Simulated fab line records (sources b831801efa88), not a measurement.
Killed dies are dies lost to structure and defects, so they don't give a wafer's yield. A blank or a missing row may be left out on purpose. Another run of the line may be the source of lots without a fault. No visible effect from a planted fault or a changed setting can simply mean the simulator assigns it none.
Matching of chambers -- flow sky130 -- pecvd-04 running SKY_PASSIVATION_CVD_02: 3 sister chambers
The step deposits Si3N4, target thk 540 nm. 6 wafers are shown with their chamber, then 7 later ones without.

## WAFERS, EACH WITH ITS CHAMBER
wafer,chamber,heaterPowerW (W),heaterPowerOuterW (W)
L202.5,1,672,396
L201.1,2,766,468
L201.5,2,777,476
L201.6,0,896,548
L212.1,0,710,422
L212.2,1,677,392

## WAFERS WHOSE CHAMBER IS MISSING
wafer,heaterPowerW (W),heaterPowerOuterW (W)
L212.4,724,460
L213.2,754,480
L213.3,769,450
L213.4,831,485
L216.2,677,391
L216.5,680,432
L216.6,814,488

## WHICH CHAMBER EACH WENT THROUGH
wafer,from the rows above,in truth
L212.4,can't be placed: 2 or 0 or 1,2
L213.2,can't be placed: 2 or 0 or 1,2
L213.3,can't be placed: 2 or 0 or 1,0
L213.4,can't be placed: 0 or 2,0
L216.2,can't be placed: 1 or 2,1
L216.5,can't be placed: 1 or 2 or 0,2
L216.6,can't be placed: 0 or 2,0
Correctly placed: 0 of 7. These rows do not allow placing 7 (true chamber among the candidates in 7). Number placed wrongly: 0.
How it was worked out, from the rows above alone: a wafer's distance from a chamber is the root of the sum, over the readings, of the square of ((its reading less the chamber's mean) divided by the reading's scatter). If the next closest chamber is less than 2 further off than the closest, the wafer can't be placed; otherwise it belongs to the closest. The mean given for a chamber averages the wafers shown for that chamber. The scatter: the root of (the sum of the squares of (reading less its chamber's mean) over the shown wafers, divided by (wafers less chambers)).
